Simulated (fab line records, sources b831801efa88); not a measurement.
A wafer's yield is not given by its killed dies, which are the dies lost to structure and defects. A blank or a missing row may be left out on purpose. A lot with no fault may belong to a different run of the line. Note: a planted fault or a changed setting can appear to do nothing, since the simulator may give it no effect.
fab line records | flow sky130
record lots=5 | wafers=23
route steps=708 shown SONOS_ONO@172 GATE_OXIDE@187 RES_PROTECT@209 POLY_GATE@230 LDD_P@257 SD_P@329 RES_XHIGH@340 SD_N@346
startH: hours from the record's opening day to when the first of the lot's shown wafers began | waitH: hours from the lot's prior step to this one | " repeats the value in the row above | L1.1+2: one row covering several wafers at once | - no value present, or no start provided | * or withheld: withheld | < > ~ a bound
route shown NAME@n: names a module that has steps shown in the file, with the first one's number in the route | usual: average and standard deviation across the fault-free wafers | same: alike in all rows | chamber/n: place in a boat | sites: each site's reading | _std_site: the standard deviation of these | _edge_site: the outer-site mean with the inner-site mean subtracted | radiusMm: for every site, how far away it sits from the centre of the wafer | mask NAME#n: copy n | behind: tool/chamber where the wafer was last shaped | hold: the reason the lot was held/the length of the hold in hours/how it ended | device: which transistor (n, p or np) failed to switch | end of line: the route-end tests of the same wafers | for a step that has no rows: nothing shown but its recipe | killed: at the first sort, the dies lost to defects and structure; wafer yield is something else | map: the dies of a wafer, with x for killed, . for not killed, _ for no die there
set.NAME: the run value of the setting; set.NAME@STEP: its run value at that earlier step | model.NAME: the simulator's own value behind a step, which no gauge read
one table per step and one row per wafer, for lots whose settings were changed on purpose
## steps
# step SKY_SONOS_ONO_CVD_04
# recipe material=SiO2 | precursor=SiH4/N2O | targetThkNm=5.7199 | tempC=900 | pressureMtorr=400
lot.wafer | tool     | chamber | startH | waitH | set.timeS | model.SiO2_of_SONOS_ONO_CVD_04.thkNm
L074.1    | -        | -       | -      | 0.1   | 807.3     | 5.034
L074.3    | "        | -       | "      | "     | 807.3     | 5.118
L074.4    | "        | -       | "      | "     | 807.3     | 5.015
L074.5    | "        | -       | "      | "     | 807.3     | 5.123
L074.6    | "        | -       | "      | "     | 807.3     | 5.116
L075.1    | lpcvd-03 | 0       | 258.72 | 0.1   | 900       | 5.739
L075.3    | "        | 0       | "      | "     | 900       | 5.647
L075.4    | "        | 0       | "      | "     | 900       | 5.706
L079.1    | -        | -       | -      | 0.1   | 969.6     | 6.037
L079.2    | "        | -       | "      | "     | 969.6     | 6.055
L079.4    | "        | -       | "      | "     | 969.6     | 6.027
L079.5    | "        | -       | "      | "     | 969.6     | 6.105
L079.6    | "        | -       | "      | "     | 969.6     | 6.138
L082.2    | -        | -       | -      | 0.0   | 941.1     | 5.875
L082.3    | "        | -       | "      | "     | 941.1     | 5.844
L082.4    | "        | -       | "      | "     | 941.1     | 6.076
L082.5    | "        | -       | "      | "     | 941.1     | 5.994
L082.6    | "        | -       | "      | "     | 941.1     | 5.878
L084.1    | -        | -       | -      | 0.5   | 900       | 5.565
L084.2    | "        | -       | "      | "     | 900       | 5.616
L084.3    | "        | -       | "      | "     | 900       | 5.525
L084.5    | "        | -       | "      | "     | 900       | 5.549
L084.6    | "        | -       | "      | "     | 900       | 5.553
# step SKY_SONOS_ONO_THK_MEAS_05
# recipe reads=SiO2_of_SONOS_ONO_CVD_04
# usual SONOS_ONO_CVD_04_THK=5.65/0.1
lot.wafer | tool         | chamber | startH | waitH | set.timeS@SONOS_ONO_CVD_04 | SONOS_ONO_CVD_04_THK[nm]
L074.1    | filmMetro-02 | -       | -      | -     | 807.3                      | 5.03
L074.3    | "            | -       | "      | "     | 807.3                      | 5.08
L074.4    | "            | -       | "      | "     | 807.3                      | 5.06
L074.5    | "            | -       | "      | "     | 807.3                      | 5.11
L074.6    | "            | -       | "      | "     | 807.3                      | 5.11
L075.1    | filmMetro-04 | -       | 259.97 | 0.0   | 900                        | 5.76
L075.3    | "            | -       | "      | "     | 900                        | 5.61
L075.4    | "            | -       | "      | "     | 900                        | 5.75
L079.1    | filmMetro-02 | -       | -      | -     | 969.6                      | 6.06
L079.2    | "            | -       | "      | "     | 969.6                      | 6.05
L079.4    | "            | -       | "      | "     | 969.6                      | 6.02
L079.5    | "            | -       | "      | "     | 969.6                      | 6.09
L079.6    | "            | -       | "      | "     | 969.6                      | 6.16
L082.2    | filmMetro-03 | -       | -      | -     | 941.1                      | 5.91
L082.3    | "            | -       | "      | "     | 941.1                      | 5.87
L082.4    | "            | -       | "      | "     | 941.1                      | 6.11
L082.5    | "            | -       | "      | "     | 941.1                      | 5.98
L082.6    | "            | -       | "      | "     | 941.1                      | 5.90
L084.1    | filmMetro-04 | -       | -      | -     | 900                        | 5.61
L084.2    | "            | -       | "      | "     | 900                        | 5.60
L084.3    | "            | -       | "      | "     | 900                        | 5.57
L084.5    | "            | -       | "      | "     | 900                        | 5.56
L084.6    | "            | -       | "      | "     | 900                        | 5.54
# step SKY_SONOS_ONO_DEHYDRATE_06
# recipe tempC=200 | timeS=60
# step SKY_SONOS_ONO_HMDS_07
# recipe primeTimeS=60 | primeTempC=120
# step SKY_SONOS_ONO_STRIP_17
# recipe chemistry=O2/N2 | powerW=1400 | pressureMtorr=1500 | platenTempC=withheld | o2FlowSccm=3000 | n2FlowSccm=300 | overashFraction=0.5
# step SKY_SONOS_ONO_WET_ETCH_18
# recipe chemistry=H3PO4 | targetDepthNm=15 | target=Si3N4 | tempC=160 | timeS=172
# step SKY_GATE_OXIDE_CLEAN_00
# recipe chemistry=SC1/SC2 | mix=1:4:20 | tempC=70 | timeS=150 | dry=n2Spin
lot.wafer | tool        | chamber | startH | waitH | set.timeS@SONOS_ONO_CVD_04 | model.SiO2_of_SONOS_ONO_CVD_04.thkNm
L074.1    | wetBench-04 | 3       | 273.62 | 0.0   | 807.3                      | 4.195
L074.3+6  | "           | 3       | "      | "     | 807.3                      | 4.271
L074.4    | "           | 3       | "      | "     | 807.3                      | 4.172
L074.5    | "           | 3       | "      | "     | 807.3                      | 4.28
L075.1    | wetBench-03 | 1       | 284.21 | 0.0   | 900                        | 4.904
L075.3    | "           | 1       | "      | "     | 900                        | 4.815
L075.4    | "           | 1       | "      | "     | 900                        | 4.875
L079.1    | wetBench-03 | 2       | 321.21 | 0.0   | 969.6                      | 5.21
L079.2    | "           | 2       | "      | "     | 969.6                      | 5.226
L079.4    | "           | 2       | "      | "     | 969.6                      | 5.199
L079.5    | "           | 2       | "      | "     | 969.6                      | 5.277
L079.6    | "           | 2       | "      | "     | 969.6                      | 5.306
L082.2    | wetBench-03 | 1       | 345.17 | 0.0   | 941.1                      | 5.045
L082.3    | "           | 1       | "      | "     | 941.1                      | 5.013
L082.4    | "           | 1       | "      | "     | 941.1                      | 5.248
L082.5    | "           | 1       | "      | "     | 941.1                      | 5.165
L082.6    | "           | 1       | "      | "     | 941.1                      | 5.05
L084.1    | wetBench-02 | 1       | 377.71 | 0.0   | 900                        | 4.731
L084.2    | "           | 1       | "      | "     | 900                        | 4.78
L084.3    | "           | 1       | "      | "     | 900                        | 4.688
L084.5    | "           | 1       | "      | "     | 900                        | 4.71
L084.6    | "           | 1       | "      | "     | 900                        | 4.718
# step SKY_RES_PROTECT_SOFTBAKE_03
# recipe tempC=90 | timeS=60 | resist=NOVOLAK
lot.wafer | tool          | chamber | startH | waitH | set.tempC | model.NOVOLAK_of_RES_PROTECT_COAT_02.thkNm
L074.1    | lithoTrack-03 | 0       | 319.23 | 0.1   | 92.5      | 1128
L074.3    | "             | 0       | "      | "     | 92.5      | 1127
L074.4    | "             | 0       | "      | "     | 90        | 1136
L074.5    | "             | 0       | "      | "     | 90        | 1131
L074.6    | "             | 0       | "      | "     | 90        | 1137
L075.1    | lithoTrack-02 | 0       | 327.67 | 0.1   | 90        | 1136
L075.3    | "             | 0       | "      | "     | 90        | 1137
L075.4    | "             | 0       | "      | "     | 90        | 1139
L079.1    | lithoTrack-01 | 0       | 369.34 | 0.1   | 90        | 1143
L079.2    | "             | 0       | "      | "     | 90        | 1144
L079.4    | "             | 0       | "      | "     | 93.37     | 1136
L079.5    | "             | 0       | "      | "     | 93.37     | 1135
L079.6    | "             | 0       | "      | "     | 93.37     | 1137
L082.2    | lithoTrack-03 | 0       | 394.40 | 0.1   | 90        | 1139
L082.3    | "             | 0       | "      | "     | 88.88     | 1139
L082.4    | "             | 0       | "      | "     | 90        | 1138
L082.5    | "             | 0       | "      | "     | 88.88     | 1141
L082.6    | "             | 0       | "      | "     | 88.88     | 1140
L084.1+6  | lithoTrack-02 | 0       | 431.42 | 0.1   | 90        | 1142
L084.2+5  | "             | 0       | "      | "     | 90        | 1143
L084.3    | "             | 0       | "      | "     | 90        | 1141
# step SKY_RES_PROTECT_EXPOSE_04
# recipe maskId=RPM | na=0.6 | sourceShape=conventional | sigmaOuter=0.6 | polarization=unpolarized | targetCdNm=1270 | doseMj=131
# step SKY_RES_PROTECT_PEB_05
# recipe tempC=withheld | timeS=* | resist=NOVOLAK
# step SKY_RES_PROTECT_DEVELOP_06
# recipe resist=NOVOLAK | developer=TMAH | developTimeS=60 | devTempC=23
lot.wafer | tool          | chamber | startH | waitH | set.tempC@RES_PROTECT_SOFTBAKE_03 | model.NOVOLAK_of_RES_PROTECT_COAT_02.thkNm
L074.1    | lithoTrack-03 | 0       | 332.38 | 0.1   | 92.5                              | 1128
L074.3    | "             | 0       | "      | "     | 92.5                              | 1127
L074.4    | "             | 0       | "      | "     | 90                                | 1135
L074.5    | "             | 0       | "      | "     | 90                                | 1131
L074.6    | "             | 0       | "      | "     | 90                                | 1137
L075.1    | lithoTrack-03 | 0       | 341.13 | 0.1   | 90                                | 1135
L075.3    | "             | 0       | "      | "     | 90                                | 1136
L075.4    | "             | 0       | "      | "     | 90                                | 1138
L079.1+2  | lithoTrack-01 | 0       | 383.29 | 0.1   | 90                                | 1143
L079.4+5  | "             | 0       | "      | "     | 93.37                             | 1135
L079.6    | "             | 0       | "      | "     | 93.37                             | 1137
L082.2    | lithoTrack-02 | 0       | 408.60 | 0.1   | 90                                | 1139
L082.3    | "             | 0       | "      | "     | 88.88                             | 1142
L082.4    | "             | 0       | "      | "     | 90                                | 1138
L082.5    | "             | 0       | "      | "     | 88.88                             | 1144
L082.6    | "             | 0       | "      | "     | 88.88                             | 1143
L084.1+6  | lithoTrack-03 | 0       | 445.98 | 0.1   | 90                                | 1141
L084.2    | "             | 0       | "      | "     | 90                                | 1143
L084.3    | "             | 0       | "      | "     | 90                                | 1140
L084.5    | "             | 0       | "      | "     | 90                                | 1142
# step SKY_POLY_GATE_ETCH_16
# recipe stopOn=poly-Si | chemistry=CH3F/O2 | target=Si3N4 | sourceW=400 | biasW=80 | pressureMtorr=25 | ch3fFlowSccm=40 | O2_flow_sccm=30 | timeS=147.5 | targetDepthA=750
lot.wafer | tool       | chamber | startH | waitH | set.timeS | model.KrF-thick_of_POLY_GATE_COAT_08.thkNm
L074.1    | rieDiel-02 | 2       | 364.43 | 0.0   | 136.8     | 251.1
L074.3    | "          | 1       | "      | "     | 147.5     | 232.4
L074.4    | "          | 3       | "      | "     | 147.5     | 234.3
L074.5    | "          | 2       | "      | "     | 136.8     | 251.9
L074.6    | "          | 1       | "      | "     | 136.8     | 239.3
L075.1    | rieDiel-01 | 0       | 370.82 | 0.0   | 147.5     | 233.8
L075.3    | "          | 2       | "      | "     | 147.5     | 235.5
L075.4    | "          | 0       | "      | "     | 147.5     | 234.2
L079.1    | rieDiel-02 | 3       | 419.23 | 0.0   | 133.9     | 243.7
L079.2    | "          | 1       | "      | "     | 147.5     | 235.1
L079.4    | "          | 0       | "      | "     | 133.9     | 246.6
L079.5    | "          | 1       | "      | "     | 133.9     | 246.4
L079.6    | "          | 0       | "      | "     | 147.5     | 236.3
L082.2    | rieDiel-01 | 0       | 441.48 | 0.0   | 154.4     | 225.8
L082.3    | "          | 3       | "      | "     | 154.4     | 227.5
L082.4    | "          | 2       | "      | "     | 154.4     | 227.8
L082.5    | "          | 0       | "      | "     | 147.5     | 230.2
L082.6    | "          | 3       | "      | "     | 147.5     | 233.5
L084.1    | rieDiel-02 | 2       | 479.93 | 0.0   | 166.5     | 227.3
L084.2    | "          | 0       | "      | "     | 147.5     | 235.9
L084.3    | "          | 1       | "      | "     | 147.5     | 235.4
L084.5    | "          | 0       | "      | "     | 166.5     | 219.9
L084.6    | "          | 1       | "      | "     | 166.5     | 220.5
# step SKY_POLY_GATE_ETCH_17
# recipe targetDepthNm=180 | stopOn=SiO2 | overEtchFrac=0.56667 | chemistry=HBr/Cl2 | target=poly-Si | icpW=400 | biasW=100 | pressureMtorr=10 | HBr_flow_sccm=150 | Cl2_flow_sccm=50 | timeS=70.5
lot.wafer | tool     | chamber | startH | waitH | set.timeS@POLY_GATE_ETCH_16 | model.KrF-thick_of_POLY_GATE_COAT_08.thkNm
L074.1    | rieSi-02 | 0       | 364.53 | 0.0   | 136.8                       | 154.7
L074.3    | "        | 3       | "      | "     | 147.5                       | 136.8
L074.4    | "        | 1       | "      | "     | 147.5                       | 140
L074.5    | "        | 0       | "      | "     | 136.8                       | 156.6
L074.6    | "        | 1       | "      | "     | 136.8                       | 144.6
L075.1    | rieSi-02 | 3       | 370.91 | 0.0   | 147.5                       | 138.4
L075.3    | "        | 0       | "      | "     | 147.5                       | 140.7
L075.4    | "        | 2       | "      | "     | 147.5                       | 138.7
L079.1    | rieSi-01 | 0       | 419.33 | 0.0   | 133.9                       | 151
L079.2    | "        | 1       | "      | "     | 147.5                       | 139.4
L079.4    | "        | 3       | "      | "     | 133.9                       | 152.2
L079.5    | "        | 0       | "      | "     | 133.9                       | 154.2
L079.6    | "        | 3       | "      | "     | 147.5                       | 140.8
L082.2    | rieSi-01 | 3       | 441.58 | 0.0   | 154.4                       | 130.9
L082.3    | "        | 0       | "      | "     | 154.4                       | 135.5
L082.4    | "        | 2       | "      | "     | 154.4                       | 135.4
L082.5    | "        | 2       | "      | "     | 147.5                       | 136.7
L082.6    | "        | 1       | "      | "     | 147.5                       | 137.7
L084.1    | rieSi-02 | 2       | 480.03 | 0.0   | 166.5                       | 131.6
L084.2    | "        | 1       | "      | "     | 147.5                       | 141.4
L084.3    | "        | 0       | "      | "     | 147.5                       | 141.1
L084.5    | "        | 2       | "      | "     | 166.5                       | 124.7
L084.6    | "        | 3       | "      | "     | 166.5                       | 124.6
# step SKY_POLY_GATE_STRIP_18
# recipe chemistry=O2/N2 | powerW=1400 | pressureMtorr=1500 | platenTempC=withheld | o2FlowSccm=3000 | n2FlowSccm=300 | overashFraction=0.5
# usual stripTimeToEndpointS=3.17/0.05
lot.wafer | tool           | chamber | startH | waitH | set.timeS@POLY_GATE_ETCH_16 | stripTimeToEndpointS
L074.1    | plasmaAsher-02 | 1       | 364.59 | 0.0   | 136.8                       | 3.31
L074.3    | "              | 0       | "      | "     | 147.5                       | 3.15
L074.4    | "              | 1       | "      | "     | 147.5                       | 3.18
L074.5    | "              | 1       | "      | "     | 136.8                       | 3.36
L074.6    | "              | 0       | "      | "     | 136.8                       | 3.20
L075.1    | plasmaAsher-02 | 0       | 370.97 | 0.0   | 147.5                       | 3.15
L075.3    | "              | 1       | "      | "     | 147.5                       | 3.15
L075.4    | "              | 0       | "      | "     | 147.5                       | 3.16
L079.1    | plasmaAsher-02 | 1       | 419.39 | 0.0   | 133.9                       | 3.30
L079.2    | "              | 0       | "      | "     | 147.5                       | 3.17
L079.4    | "              | 1       | "      | "     | 133.9                       | 3.29
L079.5    | "              | 1       | "      | "     | 133.9                       | 3.31
L079.6    | "              | 0       | "      | "     | 147.5                       | 3.17
L082.2    | plasmaAsher-02 | 0       | 441.63 | 0.0   | 154.4                       | 3.06
L082.3    | "              | 1       | "      | "     | 154.4                       | 3.09
L082.4    | "              | 0       | "      | "     | 154.4                       | 3.10
L082.5    | "              | 1       | "      | "     | 147.5                       | 3.13
L082.6    | "              | 0       | "      | "     | 147.5                       | 3.14
L084.1    | plasmaAsher-03 | 0       | 480.09 | 0.0   | 166.5                       | 3.09
L084.2    | "              | 1       | "      | "     | 147.5                       | 3.17
L084.3    | "              | 1       | "      | "     | 147.5                       | 3.17
L084.5    | "              | 1       | "      | "     | 166.5                       | 3.00
L084.6    | "              | 0       | "      | "     | 166.5                       | 3.03
# step SKY_LDD_P_COAT_02
# recipe resist=NOVOLAK | spinRpm=3000 | resistThkNm=1140
lot.wafer  | tool          | chamber | startH | waitH | set.resistThkNm | model.NOVOLAK_of_LDD_P_COAT_02.thkNm
L074.1     | lithoTrack-04 | 0       | 408.99 | 0.1   | 1075            | 1079
L074.3     | "             | 0       | "      | "     | 1140            | 1140
L074.4     | "             | 0       | "      | "     | 1075            | 1073
L074.5     | "             | 0       | "      | "     | 1075            | 1080
L074.6     | "             | 0       | "      | "     | 1140            | 1142
L075.1     | lithoTrack-02 | 0       | 418.42 | 0.1   | 1140            | 1146
L075.3     | "             | 0       | "      | "     | 1140            | 1141
L075.4     | "             | 0       | "      | "     | 1140            | 1140
L079.1     | lithoTrack-04 | 0       | 467.29 | 0.1   | 1140            | 1136
L079.2+4   | "             | 0       | "      | "     | 1140            | 1137
L079.5     | "             | 0       | "      | "     | 1140            | 1134
L079.6     | "             | 0       | "      | "     | 1140            | 1135
L082.2+3+6 | lithoTrack-02 | 0       | 490.55 | 0.1   | 1140            | 1142
L082.4     | "             | 0       | "      | "     | 1192            | 1195
L082.5     | "             | 0       | "      | "     | 1192            | 1193
L084.1     | lithoTrack-03 | 0       | 528.38 | 0.1   | 1140            | 1143
L084.2     | "             | 0       | "      | "     | 1140            | 1142
L084.3+5   | "             | 0       | "      | "     | 1140            | 1141
L084.6     | "             | 0       | "      | "     | 1140            | 1140
# step SKY_LDD_P_DEVELOP_06
# recipe resist=NOVOLAK | developer=TMAH | developTimeS=60 | devTempC=23
lot.wafer      | tool          | chamber | startH | waitH | set.developTimeS
L074.1+3+4+5+6 | lithoTrack-03 | 0       | 423.63 | 0.1   | 60
L075.1+3+4     | lithoTrack-03 | 0       | 433.68 | 0.1   | 60
L079.1+6       | lithoTrack-04 | 0       | 482.39 | 0.1   | 60
L079.2+4+5     | "             | 0       | "      | "     | 64.79
L082.2+6       | lithoTrack-02 | 0       | 506.05 | 0.1   | 64.84
L082.3+4+5     | "             | 0       | "      | "     | 60
L084.1+2+6     | lithoTrack-04 | 0       | 542.89 | 0.1   | 60
L084.3+5       | "             | 0       | "      | "     | 57.65
# step SKY_LDD_P_IMPLANT_09
# recipe species=BF2 | energyKev=25 | doseCm2=1e+13 | tiltDeg=withheld
# step SKY_LDD_P_STRIP_10
# recipe chemistry=O2/N2 | powerW=1400 | pressureMtorr=1500 | platenTempC=withheld | o2FlowSccm=3000 | n2FlowSccm=300 | overashFraction=0.5
# usual stripTimeToEndpointS=14.18/0.033
lot.wafer | tool           | chamber | startH | waitH | set.resistThkNm@LDD_P_COAT_02 | stripTimeToEndpointS
L074.1    | plasmaAsher-01 | 1       | 424.08 | 0.1   | 1075                          | 13.45
L074.3    | "              | 1       | "      | "     | 1140                          | 14.19
L074.4    | "              | 0       | "      | "     | 1075                          | 13.39
L074.5    | "              | 0       | "      | "     | 1075                          | 13.48
L074.6    | "              | 1       | "      | "     | 1140                          | 14.20
L075.1    | plasmaAsher-03 | 1       | 434.13 | 0.1   | 1140                          | 14.23
L075.3    | "              | 0       | "      | "     | 1140                          | 14.19
L075.4    | "              | 1       | "      | "     | 1140                          | 14.18
L079.1    | plasmaAsher-02 | 1       | 482.85 | 0.1   | 1140                          | 14.12
L079.2    | "              | 0       | "      | "     | 1140                          | 14.15
L079.4    | "              | 0       | "      | "     | 1140                          | 14.13
L079.5    | "              | 1       | "      | "     | 1140                          | 14.11
L079.6    | "              | 0       | "      | "     | 1140                          | 14.12
L082.2    | plasmaAsher-02 | 1       | 506.48 | 0.1   | 1140                          | 14.22
L082.3    | "              | 0       | "      | "     | 1140                          | 14.21
L082.4    | "              | 1       | "      | "     | 1192                          | 14.79
L082.5    | "              | 1       | "      | "     | 1192                          | 14.75
L082.6    | "              | 0       | "      | "     | 1140                          | 14.19
L084.1    | plasmaAsher-01 | 0       | 543.35 | 0.1   | 1140                          | 14.22
L084.2    | "              | 1       | "      | "     | 1140                          | 14.20
L084.3    | "              | 0       | "      | "     | 1140                          | 14.22
L084.5    | "              | 0       | "      | "     | 1140                          | 14.19
L084.6    | "              | 1       | "      | "     | 1140                          | 14.18
# step SKY_SD_P_IMPLANT_09
# recipe species=BF2 | energyKev=20 | doseCm2=3e+15 | tiltDeg=0
lot.wafer  | tool         | chamber | startH | waitH | set.doseCm2
L074.1+4+6 | implanter-03 | 0       | 579.50 | 0.0   | 3e+15
L074.3+5   | "            | 0       | "      | "     | 2.894e+15
L075.1+3+4 | implanter-03 | 0       | 587.73 | 0.0   | 3e+15
L079.1+2+4 | implanter-03 | 0       | 632.83 | 0.0   | 3e+15
L079.5+6   | "            | 0       | "      | "     | 2.895e+15
L082.2+5+6 | implanter-02 | 0       | 657.36 | 0.0   | 3.165e+15
L082.3+4   | "            | 0       | "      | "     | 3e+15
L084.1+6   | implanter-02 | 0       | 692.15 | 0.0   | 3e+15
L084.2+3+5 | "            | 0       | "      | "     | 3.095e+15
# step SKY_SD_P_STRIP_10
# recipe chemistry=O2/N2 | powerW=1400 | pressureMtorr=1500 | platenTempC=withheld | o2FlowSccm=3000 | n2FlowSccm=300 | overashFraction=0.5
# usual stripTimeToEndpointS=17.48/0.046
lot.wafer | tool           | chamber | startH | waitH | set.doseCm2@SD_P_IMPLANT_09 | stripTimeToEndpointS
L074.1    | plasmaAsher-01 | 0       | 579.65 | 0.1   | 3e+15                       | 17.50
L074.3    | "              | 1       | "      | "     | 2.894e+15                   | 17.43
L074.4    | "              | 0       | "      | "     | 3e+15                       | 17.49
L074.5    | "              | 1       | "      | "     | 2.894e+15                   | 17.42
L074.6    | "              | 0       | "      | "     | 3e+15                       | 17.50
L075.1    | plasmaAsher-04 | 0       | 587.88 | 0.1   | 3e+15                       | 17.54
L075.3    | "              | 1       | "      | "     | 3e+15                       | 17.55
L075.4    | "              | 0       | "      | "     | 3e+15                       | 17.54
L079.1    | plasmaAsher-01 | 1       | 632.98 | 0.1   | 3e+15                       | 17.54
L079.2    | "              | 0       | "      | "     | 3e+15                       | 17.56
L079.4    | "              | 1       | "      | "     | 3e+15                       | 17.56
L079.5    | "              | 1       | "      | "     | 2.895e+15                   | 17.45
L079.6    | "              | 0       | "      | "     | 2.895e+15                   | 17.46
L082.2    | plasmaAsher-02 | 0       | 657.48 | 0.1   | 3.165e+15                   | 17.65
L082.3    | "              | 1       | "      | "     | 3e+15                       | 17.53
L082.4    | "              | 0       | "      | "     | 3e+15                       | 17.57
L082.5    | "              | 0       | "      | "     | 3.165e+15                   | 17.66
L082.6    | "              | 1       | "      | "     | 3.165e+15                   | 17.65
L084.1    | plasmaAsher-04 | 0       | 692.30 | 0.1   | 3e+15                       | 17.46
L084.2    | "              | 1       | "      | "     | 3.095e+15                   | 17.52
L084.3    | "              | 0       | "      | "     | 3.095e+15                   | 17.51
L084.5    | "              | 0       | "      | "     | 3.095e+15                   | 17.48
L084.6    | "              | 1       | "      | "     | 3e+15                       | 17.44
# step SKY_RES_XHIGH_STRIP_08
# recipe chemistry=O2/N2 | powerW=1400 | pressureMtorr=1500 | platenTempC=withheld | o2FlowSccm=3000 | n2FlowSccm=300 | overashFraction=0.5
# usual oesProductAu=0.710/0.0039 | stripTimeToEndpointS=14.26/0.045
lot.wafer | tool           | chamber | startH | waitH | set.powerW | oesProductAu | stripTimeToEndpointS
L074.1    | plasmaAsher-04 | 0       | 609.23 | 0.1   | 1443       | 0.724        | 13.99
L074.3    | "              | 1       | "      | "     | 1400       | 0.709        | 14.36
L074.4    | "              | 0       | "      | "     | 1400       | 0.713        | 14.33
L074.5    | "              | 0       | "      | "     | 1443       | 0.723        | 13.95
L074.6    | "              | 1       | "      | "     | 1443       | 0.715        | 13.96
L075.1    | plasmaAsher-02 | 1       | 617.54 | 0.1   | 1400       | 0.706        | 14.26
L075.3    | "              | 1       | "      | "     | 1400       | 0.716        | 14.20
L075.4    | "              | 0       | "      | "     | 1400       | 0.709        | 14.22
L079.1    | plasmaAsher-04 | 0       | 662.08 | 0.1   | 1245       | 0.671        | 15.66
L079.2    | "              | 1       | "      | "     | 1400       | 0.711        | 14.28
L079.4    | "              | 0       | "      | "     | 1245       | 0.664        | 15.62
L079.5    | "              | 1       | "      | "     | 1400       | 0.710        | 14.26
L079.6    | "              | 0       | "      | "     | 1400       | 0.715        | 14.27
L082.2    | plasmaAsher-02 | 1       | 686.29 | 0.1   | 1461       | 0.728        | 13.78
L082.3    | "              | 1       | "      | "     | 1400       | 0.715        | 14.23
L082.4    | "              | 0       | "      | "     | 1461       | 0.728        | 13.77
L082.5    | "              | 0       | "      | "     | 1400       | 0.715        | 14.27
L082.6    | "              | 1       | "      | "     | 1400       | 0.701        | 14.26
L084.1    | plasmaAsher-04 | 1       | 720.33 | 0.1   | 1400       | 0.707        | 14.24
L084.2    | "              | 0       | "      | "     | 1353       | 0.689        | 14.63
L084.3    | "              | 0       | "      | "     | 1400       | 0.704        | 14.18
L084.5    | "              | 1       | "      | "     | 1353       | 0.698        | 14.60
L084.6    | "              | 0       | "      | "     | 1353       | 0.699        | 14.64
# step SKY_SD_N_EXPOSE_04
# recipe maskId=NSDM | na=0.6 | sourceShape=conventional | sigmaOuter=0.6 | polarization=unpolarized | targetCdNm=380 | doseMj=141
lot.wafer      | tool            | chamber | startH | waitH | mask   | set.doseMj
L074.1+3+4     | ilineStepper-02 | 0       | -      | -     | NSDM#0 | 141
L074.5+6       | "               | 0       | "      | "     | NSDM#0 | 135.5
L075.1+3+4     | ilineStepper-02 | 0       | -      | -     | NSDM#0 | 141
L079.1+5       | ilineStepper-02 | 0       | -      | -     | NSDM#0 | 141
L079.2+4+6     | "               | 0       | "      | "     | NSDM#0 | 151.2
L082.2+3+4     | ilineStepper-01 | 0       | -      | -     | NSDM#0 | 141
L082.5+6       | "               | 0       | "      | "     | NSDM#0 | 138.1
L084.1+2+3+5+6 | ilineStepper-01 | 0       | -      | -     | NSDM#0 | 141
# step SKY_SD_N_PEB_05
# recipe tempC=withheld | timeS=* | resist=NOVOLAK
# step SKY_SD_N_DEVELOP_06
# recipe resist=NOVOLAK | developer=TMAH | developTimeS=60 | devTempC=23
# step SKY_SD_N_CD_MEAS_07
# recipe targetCdNm=380
# usual cdNm=379.3/2.4
lot.wafer | tool     | chamber | startH | waitH | set.doseMj@SD_N_EXPOSE_04 | cdNm
L074.1    | cdSem-02 | -       | 638.07 | 0.1   | 141                       | 381.0
L074.3    | "        | -       | "      | "     | 141                       | 382.0
L074.4    | "        | -       | "      | "     | 141                       | 383.4
L074.5    | "        | -       | "      | "     | 135.5                     | 373.0
L074.6    | "        | -       | "      | "     | 135.5                     | 369.4
L075.1    | cdSem-02 | -       | 646.69 | 0.1   | 141                       | 377.4
L075.3    | "        | -       | "      | "     | 141                       | 374.7
L075.4    | "        | -       | "      | "     | 141                       | 375.4
L079.1    | cdSem-02 | -       | 690.09 | 0.1   | 141                       | 380.2
L079.2    | "        | -       | "      | "     | 151.2                     | 400.9
L079.4    | "        | -       | "      | "     | 151.2                     | 402.2
L079.5    | "        | -       | "      | "     | 141                       | 380.3
L079.6    | "        | -       | "      | "     | 151.2                     | 401.5
L082.2    | cdSem-01 | -       | 714.34 | 0.1   | 141                       | 372.8
L082.3    | "        | -       | "      | "     | 141                       | 376.9
L082.4    | "        | -       | "      | "     | 141                       | 376.4
L082.5    | "        | -       | "      | "     | 138.1                     | 367.0
L082.6    | "        | -       | "      | "     | 138.1                     | 371.5
L084.1    | cdSem-01 | -       | 747.29 | 0.1   | 141                       | 381.4
L084.2    | "        | -       | "      | "     | 141                       | 379.3
L084.3    | "        | -       | "      | "     | 141                       | 379.5
L084.5    | "        | -       | "      | "     | 141                       | 377.9
L084.6    | "        | -       | "      | "     | 141                       | 381.1
## key
split step=SKY_SONOS_ONO_CVD_04 | setting=timeS | stated=900 | by=lot
response step=SKY_SONOS_ONO_CVD_04 | reading=model.SiO2_of_SONOS_ONO_CVD_04.thkNm | change=+0.0559 | per=1% | r=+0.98
response step=SKY_SONOS_ONO_THK_MEAS_05 | reading=SONOS_ONO_CVD_04_THK | change=+0.0567 | per=1% | r=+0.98
response step=SKY_GATE_OXIDE_CLEAN_00 | reading=model.SiO2_of_SONOS_ONO_CVD_04.thkNm | change=+0.0567 | per=1% | r=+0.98
split step=SKY_RES_PROTECT_SOFTBAKE_03 | setting=tempC | stated=90 | by=wafer
response step=SKY_RES_PROTECT_SOFTBAKE_03 | reading=model.NOVOLAK_of_RES_PROTECT_COAT_02.thkNm | change=-2.1 | per=1% | r=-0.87
response step=SKY_RES_PROTECT_DEVELOP_06 | reading=model.NOVOLAK_of_RES_PROTECT_COAT_02.thkNm | change=-2.29 | per=1% | r=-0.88
split step=SKY_POLY_GATE_ETCH_16 | setting=timeS | stated=147.5 | by=wafer
response step=SKY_POLY_GATE_ETCH_16 | reading=model.KrF-thick_of_POLY_GATE_COAT_08.thkNm | change=-1.18 | per=1% | r=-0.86
response step=SKY_POLY_GATE_ETCH_17 | reading=model.KrF-thick_of_POLY_GATE_COAT_08.thkNm | change=-1.27 | per=1% | r=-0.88
response step=SKY_POLY_GATE_STRIP_18 | reading=stripTimeToEndpointS | change=* | per=1% | r=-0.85
split step=SKY_LDD_P_COAT_02 | setting=resistThkNm | stated=1140 | by=wafer
response step=SKY_LDD_P_COAT_02 | reading=model.NOVOLAK_of_LDD_P_COAT_02.thkNm | change=+11.3 | per=1% | r=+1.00
response step=SKY_LDD_P_STRIP_10 | reading=stripTimeToEndpointS | change=* | per=1% | r=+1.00
split step=SKY_LDD_P_DEVELOP_06 | setting=developTimeS | stated=60 | by=wafer
response none clear
split step=SKY_SD_P_IMPLANT_09 | setting=doseCm2 | stated=3e+15 | by=wafer
response step=SKY_SD_P_STRIP_10 | reading=stripTimeToEndpointS | change=* | per=1% | r=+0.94
split step=SKY_RES_XHIGH_STRIP_08 | setting=powerW | stated=1400 | by=wafer
response step=SKY_RES_XHIGH_STRIP_08 | reading=oesProductAu | change=+0.0039 | per=1% | r=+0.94
response step=SKY_RES_XHIGH_STRIP_08 | reading=stripTimeToEndpointS | change=* | per=1% | r=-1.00
split step=SKY_SD_N_EXPOSE_04 | setting=doseMj | stated=141 | by=wafer
response step=SKY_SD_N_CD_MEAS_07 | reading=cdNm | change=+2.92 | per=1% | r=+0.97
